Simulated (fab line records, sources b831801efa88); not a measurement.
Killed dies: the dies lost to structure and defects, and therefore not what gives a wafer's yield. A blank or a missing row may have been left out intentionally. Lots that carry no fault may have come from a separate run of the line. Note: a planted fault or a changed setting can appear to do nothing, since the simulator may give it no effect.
Which tool is to blame? | flow gf180mcu | 13 lots, 37 wafers sampled, at 5 steps of a route of 602

== WHAT THE GAUGES SHOWED, per wafer ==
GF_NSD_TW_MEAS_12. Usual: for NSD_TW the level is 4213 and the standard deviation is 42.
lot  | measured     | on            | NSD_TW         | flag
L168 | day 13 15:02 | film-metro-02 | 4229 4221 4210 |
L170 | day 13 22:02 | film-metro-02 | 4224 4197 4211 |
L174 | day 15 15:16 | film-metro-04 | 4330 4347 4333 |
L177 | day 16 13:00 | film-metro-02 | 4203 4178      |
L179 | day 17 11:26 | film-metro-02 | 4184 4183 4193 |
L181 | day 17 19:32 | film-metro-04 | 4319 4311      |
L183 | day 18 23:17 | film-metro-04 | 4312 4309 4309 |
L185 | day 19 11:46 | film-metro-02 | 4188 4184 4190 |
L186 | day 19 15:18 | film-metro-02 | 4200 4192 4189 |
L187 | day 20 03:20 | film-metro-01 | 4194 4190 4218 |
L189 | day 20 18:45 | film-metro-01 | 4204 4185 4212 |
L190 | day 21 02:48 | film-metro-02 | 4206 4206 4194 |
L191 | day 21 04:02 | film-metro-02 | 4183 4213 4201 |

GF_PSD_CD_MEAS_07 targets a cd of 400 nm. Usual: cd-nm at 399.7 nm, with a standard deviation of 2.5.
lot  | measured     | on        | cd-nm (nm)        | flag
L168 | day 14 10:38 | cd-sem-02 | 398.0 398.4 400.2 |
L170 | day 14 18:37 | cd-sem-02 | 401.2 399.8 400.5 |
L174 | day 16 13:29 | cd-sem-02 | 397.3 396.1 397.2 |
L177 | day 17 11:13 | cd-sem-02 | 397.4 397.6       |
L179 | day 18 10:46 | cd-sem-01 | 400.4 401.2 400.5 |
L181 | day 18 18:32 | cd-sem-02 | 399.1 400.1       |
L183 | day 19 23:23 | cd-sem-01 | 400.3 397.0 400.3 |
L185 | day 20 11:32 | cd-sem-01 | 400.0 398.5 399.4 |
L186 | day 20 15:01 | cd-sem-02 | 397.9 396.2 396.4 |
L187 | day 21 03:43 | cd-sem-02 | 400.7 400.9 402.7 |
L189 | day 21 18:39 | cd-sem-01 | 401.9 403.1 402.5 |
L190 | day 22 02:31 | cd-sem-02 | 395.3 393.0 396.6 |
L191 | day 22 03:28 | cd-sem-01 | 399.9 397.4 397.9 |

GF_CONTACT_THK_MEAS_03. Usual: for CONTACT_CVD_02_THK the level is 862 nm and the standard deviation is 11.
lot  | measured     | on            | CONTACT_CVD_02_THK (nm)   | flag
L168 | day 15 09:57 | film-metro-03 | 848 850 861               |
L170 | day 15 17:34 | film-metro-03 | 853 866 871               |
L174 | day 17 14:14 | film-metro-03 | 868 847 857               |
L177 | day 18 11:53 | film-metro-03 | 845 1255 846 1254         | OFF
L179 | day 19 12:22 | film-metro-04 | 864 1233 881 865 1233 881 | OFF
L181 | day 19 20:52 | film-metro-04 | 1231 881 1233 881         | OFF
L183 | day 21 01:29 | film-metro-01 | 868 882 864               |
L185 | day 21 13:10 | film-metro-03 | 854 860 856               |
L186 | day 21 17:00 | film-metro-01 | 863 877 883               |
L187 | day 22 05:02 | film-metro-01 | 871 874 872               |
L189 | day 22 20:11 | film-metro-03 | 867 868 874               |
L190 | day 23 03:11 | film-metro-03 | 844 852 860               |
L191 | day 23 04:22 | film-metro-03 | 855 866 871               |

== WHICH TOOL RAN EACH LOT (tool, then ch and the chambers of the sampled wafers, then the start) ==
lot  | GF_SALICIDE_RTA_08               | GF_CONTACT_CVD_02
L168 | rtp-anneal-02 ch 0, day 15 09:41 | pecvd-02 ch 0,2, day 15 09:53
L170 | rtp-anneal-02 ch 0, day 15 17:17 | pecvd-01 ch 0,1,2, day 15 17:30
L174 | rtp-anneal-01 ch 0, day 17 13:59 | pecvd-04 ch 0,1,2, day 17 14:11
L177 | rtp-anneal-01 ch 0, day 18 11:38 | pecvd-04 ch 0,1, day 18 11:48
L179 | rtp-anneal-01 ch 0, day 19 12:05 | pecvd-04 ch 0,2, day 19 12:18
L181 | rtp-anneal-01 ch 0, day 19 20:37 | pecvd-04 ch 0,2, day 19 20:47
L183 | rtp-anneal-01 ch 0, day 21 01:13 | pecvd-02 ch 1,2, day 21 01:25
L185 | rtp-anneal-02 ch 0, day 21 12:54 | pecvd-01 ch 0,1,2, day 21 13:07
L186 | rtp-anneal-02 ch 0, day 21 16:44 | pecvd-02 ch 0,2, day 21 16:55
L187 | rtp-anneal-01 ch 0, day 22 04:46 | pecvd-04 ch 0,1,2, day 22 04:58
L189 | rtp-anneal-02 ch 0, day 22 19:55 | pecvd-02 ch 0,1, day 22 20:07
L190 | rtp-anneal-01 ch 0, day 23 02:55 | pecvd-04 ch 0,1, day 23 03:05
L191 | rtp-anneal-02 ch 0, day 23 04:05 | pecvd-02 ch 0,1, day 23 04:17
- GF_SALICIDE_RTA_08: time 30 s.
- GF_CONTACT_CVD_02: deposits SiO2 from TEOS, target thk 860 nm, time 95.992 s.

== WHAT THE TOOLS THEMSELVES READ (means of the sampled wafers that have a number; where no wafer has one, the mark that the record gives instead) ==
GF_SALICIDE_RTA_08. Usual: lamp-power-pct 18.4 %, standard deviation 1.3; wafer_temp_C_max 803.4, standard deviation 1.6.
lot  | tool          | lamp-power-pct (%) | wafer_temp_C_max | flag
L168 | rtp-anneal-02 | 19.6               | 804.2            |
L170 | rtp-anneal-02 | 19.6               | 807.0            |
L174 | rtp-anneal-01 | 17.1               | 801.9            |
L177 | rtp-anneal-01 | 17.1               | 801.6            |
L179 | rtp-anneal-01 | 17.1               | 802.0            |
L181 | rtp-anneal-01 | 17.1               | 802.0            |
L183 | rtp-anneal-01 | 17.1               | 802.1            |
L185 | rtp-anneal-02 | 19.6               | 804.1            |
L186 | rtp-anneal-02 | 19.7               | 804.3            |
L187 | rtp-anneal-01 | 17.1               | 802.0            |
L189 | rtp-anneal-02 | 19.6               | 804.6            |
L190 | rtp-anneal-01 | 17.1               | 802.2            |
L191 | rtp-anneal-02 | 19.6               | 804.5            |

GF_CONTACT_CVD_02. Usual: heater-power-w 679 W, standard deviation 73; rf-fwd-power-W 595.7 W, standard deviation 2.4.
lot  | tool     | heater-power-w (W) | rf-fwd-power-W (W) | flag
L168 | pecvd-02 | 750                | 593.2              |
L170 | pecvd-01 | 686                | 594.4              |
L174 | pecvd-04 | 665                | 597.5              |
L177 | pecvd-04 | 632                | 595.9              |
L179 | pecvd-04 | 667                | 597.2              |
L181 | pecvd-04 | 635                | 594.1              |
L183 | pecvd-02 | 734                | 598.6              |
L185 | pecvd-01 | 581                | 594.9              |
L186 | pecvd-02 | 717                | 594.7              |
L187 | pecvd-04 | 642                | 598.1              |
L189 | pecvd-02 | 713                | 594.8              |
L190 | pecvd-04 | 640                | 597.4              |
L191 | pecvd-02 | 688                | 596.2              |

== THE ANSWER, worked out from the rows above alone ==
Rule: a lot is off if the mean of its wafers that have a number lies more than 3 standard deviations from the usual mean. A lot without any number at a reading at which 4 lots or more have one is off too. Any other lot the step has rows for is counted as sound. First the gauges in route order, then the tools' own readings, where a lot's mean is used as printed above. At the first step where some lot is off, the reading lying furthest off is the one used; lots without a number count as furthest.
Off: L177, L179, L181, seen at GF_CONTACT_THK_MEAS_03 (CONTACT_CVD_02_THK).
A tool fits if, at a process step before that reading, it ran every lot that is off, and no sound lot after the first of them. Those tools and the gauges at GF_CONTACT_THK_MEAS_03 are tried in the same way. Of those tried, none fits.

== WHAT THE SIMULATOR HAD INSERTED ==
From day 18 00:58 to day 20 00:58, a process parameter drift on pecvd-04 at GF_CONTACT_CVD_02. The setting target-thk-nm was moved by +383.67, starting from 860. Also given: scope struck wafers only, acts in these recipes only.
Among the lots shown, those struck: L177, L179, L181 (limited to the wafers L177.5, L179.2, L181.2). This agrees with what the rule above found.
